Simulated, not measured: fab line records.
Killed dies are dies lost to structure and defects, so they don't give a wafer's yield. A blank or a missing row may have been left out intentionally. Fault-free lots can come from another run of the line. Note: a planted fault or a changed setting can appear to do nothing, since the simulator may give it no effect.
Chamber matching + flow gf180mcu + GF_V3_CMP_26 on cmp-02 has 4 sister chambers
The step polishes, stops on SiO2, t overpolish 15 s, target thk 0 nm. 24 wafers are shown with their chamber, then 12 later ones without.

WAFERS WITH THEIR CHAMBER
| wafer  | chamber | motorCurrentA (A) | timeToEndpointS (s) | overpolishRunS (s) |
|--------|---------|-------------------|---------------------|--------------------|
| L325.2 | 0       | 10.9              | 85                  | 15.004             |
| L325.4 | 3       | 13.0              | 82                  | 15.006             |
| L325.6 | 3       | 12.0              | 78                  | 15.004             |
| L327.1 | 0       | 11.2              | 87                  | 15.013             |
| L327.4 | 1       | 12.1              | 83                  | 15.016             |
| L327.5 | 2       | 9.5               | 79                  | 15.004             |
| L328.3 | 0       | 11.4              | 88                  | 15.019             |
| L328.4 | 3       | 12.4              | 81                  | 15.005             |
| L328.6 | 1       | 12.3              | 88                  | 15.004             |
| L330.2 | 1       | 12.0              | 87                  | 15.004             |
| L330.4 | 2       | 9.8               | 81                  | 15.004             |
| L330.6 | 2       | 9.9               | 81                  | 14.997             |
| L331.3 | 3       | 12.1              | 83                  | 15.001             |
| L331.4 | 0       | 10.9              | 94                  | 15.021             |
| L331.5 | 1       | 12.4              | 91                  | 14.999             |
| L333.1 | 1       | 13.0              | 87                  | 15.002             |
| L333.4 | 3       | 12.8              | 79                  | 15.009             |
| L333.6 | 1       | 12.3              | 90                  | 14.989             |
| L336.2 | 1       | 12.0              | 85                  | 15.012             |
| L336.4 | 2       | 10.2              | 83                  | 15.007             |
| L336.6 | 0       | 11.1              | 91                  | 14.988             |
| L338.2 | 1       | 12.5              | 92                  | 14.993             |
| L338.5 | 2       | 10.1              | 84                  | 14.996             |
| L338.6 | 1       | 12.7              | 94                  | 14.992             |

SIGNATURES, as means of the wafers listed above
| reading         | chamber 0 | chamber 1 | chamber 2 | chamber 3 | scatter within a chamber |
|-----------------|-----------|-----------|-----------|-----------|--------------------------|
| motorCurrentA   | 11.100    | 12.367    | 9.900     | 12.460    | 0.325                    |
| timeToEndpointS | 89.00     | 88.56     | 81.60     | 80.60     | 3.01                     |
| overpolishRunS  | 15.00900  | 15.00122  | 15.00160  | 15.00500  | 0.00869                  |
Rule: for each reading, subtract the chamber's mean from the wafer's reading, divide by that reading's scatter and square the result; add these up over the readings and take the root, which gives the wafer's distance from the chamber. If the next closest chamber is less than 2 further off than the closest, the wafer can't be placed; otherwise it belongs to the closest. How the scatter is found: for the shown wafers, subtract from each reading the mean of its chamber, square and add these, divide the total by (wafers less chambers), then take the root.

WAFERS WITH NO CHAMBER GIVEN
| wafer  | motorCurrentA (A) | timeToEndpointS (s) | overpolishRunS (s) |
|--------|-------------------|---------------------|--------------------|
| L343.2 | 10.1              | 83                  | 14.999             |
| L343.3 | 12.4              | 91                  | 15.005             |
| L343.5 | 10.4              | 84                  | 15.005             |
| L344.1 | 11.9              | 83                  | 14.991             |
| L344.5 | 12.5              | 89                  | 14.999             |
| L344.6 | 10.8              | 91                  | 14.992             |
| L345.1 | 10.6              | 80                  | 14.987             |
| L345.2 | 12.4              | 84                  | 14.997             |
| L345.4 | 11.4              | 85                  | 15.001             |
| L346.1 | 11.3              | 90                  | 14.987             |
| L346.2 | 12.3              | 84                  | 15.000             |
| L346.6 | 13.1              | 90                  | 15.012             |

EACH ONE'S CHAMBER
| wafer  | from the rows above          | in truth |
|--------|------------------------------|----------|
| L343.2 | 2                            | 2        |
| L343.3 | 1                            | 1        |
| L343.5 | can't be placed: 2 or 0      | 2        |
| L344.1 | can't be placed: 3 or 1 or 0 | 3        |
| L344.5 | 1                            | 1        |
| L344.6 | 0                            | 0        |
| L345.1 | can't be placed: 2 or 0      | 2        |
| L345.2 | can't be placed: 3 or 1      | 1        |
| L345.4 | can't be placed: 0 or 1 or 3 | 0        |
| L346.1 | can't be placed: 0 or 1      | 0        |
| L346.2 | can't be placed: 3 or 1      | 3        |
| L346.6 | can't be placed: 1 or 3      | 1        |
Placed correctly: 4 of 12. Not placeable from these rows: 8 (in 8, the candidates include the true chamber). Wrongly placed: 0.
